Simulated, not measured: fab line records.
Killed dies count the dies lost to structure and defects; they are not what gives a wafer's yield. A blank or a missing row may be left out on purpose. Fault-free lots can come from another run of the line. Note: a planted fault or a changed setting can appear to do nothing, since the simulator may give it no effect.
Lot-split experiment    flow sky130    on a route of 708 steps: 5 lots, 23 wafers read

== SPLIT DETAILS ==
At SKY_PASSIVATION_CVD_02 (deposits Si3N4, target thk 540 nm), the setting rfW was moved away from the recipe's 450 W on 8 of the 23 wafers read, by -11.9% to +5.2%. All remaining wafers had this setting at the recipe value.

There is no step in the file separating the split from the reading.

== THE READING ==
At SKY_PASSIVATION_THK_MEAS_03: PASSIVATION_CVD_02_THK, given in nm. Typical for fault-free wafers on this fab line: 540 nm, with standard deviation 6 nm.

wafer   tool, chamber at the split  rfW as run, W  against the recipe  PASSIVATION_CVD_02_THK, nm  against lot-mates on the recipe
L078.2  pecvd-02, 1,2               450            recipe              537                         -
L078.3  pecvd-02, 1                 450            recipe              540                         -
L078.6  pecvd-02, 1,2               450            recipe              537                         -
L079.1  pecvd-03, 2                 450            recipe              546                         -
L079.2  pecvd-03, 1                 450            recipe              544                         -
L079.4  pecvd-03, 0                 473.6          +5.2%               561                         +15
L079.5  pecvd-03, 2                 450            recipe              548                         -
L079.6  pecvd-03, 1                 473.6          +5.2%               562                         +16
L080.1  pecvd-02, 1                 468.9          +4.2%               542                         +1
L080.2  pecvd-02, 2                 450            recipe              537                         -
L080.4  pecvd-02, 2                 450            recipe              547                         -
L080.5  pecvd-02, 2                 450            recipe              539                         -
L080.6  pecvd-02, 2                 468.9          +4.2%               548                         +7
L081.1  pecvd-02, 2                 450            recipe              536                         -
L081.2  pecvd-02, 2                 450            recipe              538                         -
L081.3  pecvd-02, 2                 396.5          -11.9%              523                         -16
L081.4  pecvd-02, 2                 450            recipe              542                         -
L081.5  pecvd-02, 2                 396.5          -11.9%              521                         -18
L085.1  pecvd-03, 0                 450            recipe              540                         -
L085.2  pecvd-03, 2                 450            recipe              541                         -
L085.3  pecvd-03, 1                 406.4          -9.7%               525                         -18
L085.4  pecvd-03, 0                 450            recipe              548                         -
L085.5  pecvd-03, 1                 406.4          -9.7%               531                         -12
Rows listing several chambers each stand for several wafers; the file does not say which wafer went through which chamber.

FIT RESULTS
A straight line over all 23 wafers: PASSIVATION_CVD_02_THK changes by +1.76 nm for each +1% of rfW; r = +0.86; the points scatter about the line by 5.2 nm.
The same after taking each lot's own level away (the mean of its wafers on the recipe; 23 wafers): +1.6 nm for each +1%; r = +0.91; scatter 3.7 nm.
The reading moves by 19 nm for the largest change in rfW, on that fit.
Measured against the standard deviation above, the lots' own levels, which go from 538.0 to 546.0 nm, span 1.3 times it.
Consequently the slope shifts little with the lot-to-lot level, the two slopes agreeing.
Check: -19.4 nm against its lot-mates is what the line predicts for one of the wafers moved furthest among these (-11.9%) when that wafer is left out of the fit. Against them it came out at -15.7 nm.

== THE OTHER SPLITS THESE WAFERS WENT THROUGH ==
Other splits were also applied to these wafers ahead of the reading. Each is held against what the fit with the lots' levels taken away leaves over:
other split on the same wafers      wafers away from the commonest value  r with PASSIVATION_CVD_02_THK (lot level and that fit taken away)
SKY_VIA4_COAT_06 spinRpm            5                                     +0.21
SKY_VIA4_CVD_18 pressureTorr        18                                    -0.26
SKY_METAL5_SPUTTER_00 powerW        11                                    +0.17
SKY_METAL5_DEVELOP_13 developTimeS  9                                     +0.37

== THE WHOLE CHAIN: every reading that the file lists as answering this split, in the file's order ==
step                         what it does                       reading                                                                             change (the file's fit)               r (the file's)
SKY_PASSIVATION_CVD_02       deposits Si3N4, target thk 540 nm  Si3N4_of_PASSIVATION_CVD_02.thkNm (the simulator's own value, which no gauge read)  +1.53 nm for each +1% of the setting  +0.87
SKY_PASSIVATION_THK_MEAS_03                                     PASSIVATION_CVD_02_THK                                                              +1.56 for each +1% of the setting     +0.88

== FILE'S OWN FIT ==
PASSIVATION_CVD_02_THK changes by +1.56 nm for each +1% of rfW, r = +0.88.
